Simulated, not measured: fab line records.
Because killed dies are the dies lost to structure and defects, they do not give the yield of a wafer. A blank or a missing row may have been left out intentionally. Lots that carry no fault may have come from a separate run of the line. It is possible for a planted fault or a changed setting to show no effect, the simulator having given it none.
One fault seen from 2 desks :: flow sfq-line :: each desk holds nothing but its own numbers, with what lay behind them at the end

THE TOOL OWNER'S DESK: litho-track-02
The tool's own readings at SFQ_TRILAYER_I3_VIA_LITHO_PEB_088 (peb time 60 s): means of the sampled wafers that have a number, for each lot that ran on this tool. Marked OUT: a lot whose mean sits more than 4 standard deviations from the usual mean, which makes it out of limits; the brackets give that distance.
Columns: A = chill-plate-temp-C at SFQ_TRILAYER_I3_VIA_LITHO_PEB_088, usual 22.98 C
lot: L350
first seen here: day 43 00:18
A: 22.96

lot: L361
first seen here: day 48 03:58
A: 22.85

lot: L362
first seen here: day 48 09:59
A: 22.98
This desk found nothing out of limits on any of the 3 lots.

THE METROLOGY DESK
What the gauges read for every lot (on any tool): the sampled wafers with a number, averaged. Marked OUT: a lot whose mean sits more than 4 standard deviations from the usual mean, which makes it out of limits; the brackets give that distance.
Columns: A = I3_BOW at SFQ_I3_BOW_MEAS_922, usual 4 um; B = I3_OVL at SFQ_I3_OVL_MEAS_923, usual 1 nm
lot: L350
first seen here: day 37 17:54
A: 9
B: 2

lot: L361
first seen here: day 42 04:35
A: -5
B: 0

lot: L362
first seen here: day 42 10:36
A: 16
B: -2

lot: L363
first seen here: day 42 17:21
A: 10
B: 10

lot: L367
first seen here: day 51 03:08
A: 7
B: 3

lot: L370
first seen here: day 52 10:45
A: 7
B: -2
This desk found nothing out of limits on any of the 6 lots.

ALL TOGETHER
Nothing out of limits was seen by the tool owner's desk.
At the metrology desk, nothing out of limits was observed.

WHAT THE SIMULATOR PUT IN
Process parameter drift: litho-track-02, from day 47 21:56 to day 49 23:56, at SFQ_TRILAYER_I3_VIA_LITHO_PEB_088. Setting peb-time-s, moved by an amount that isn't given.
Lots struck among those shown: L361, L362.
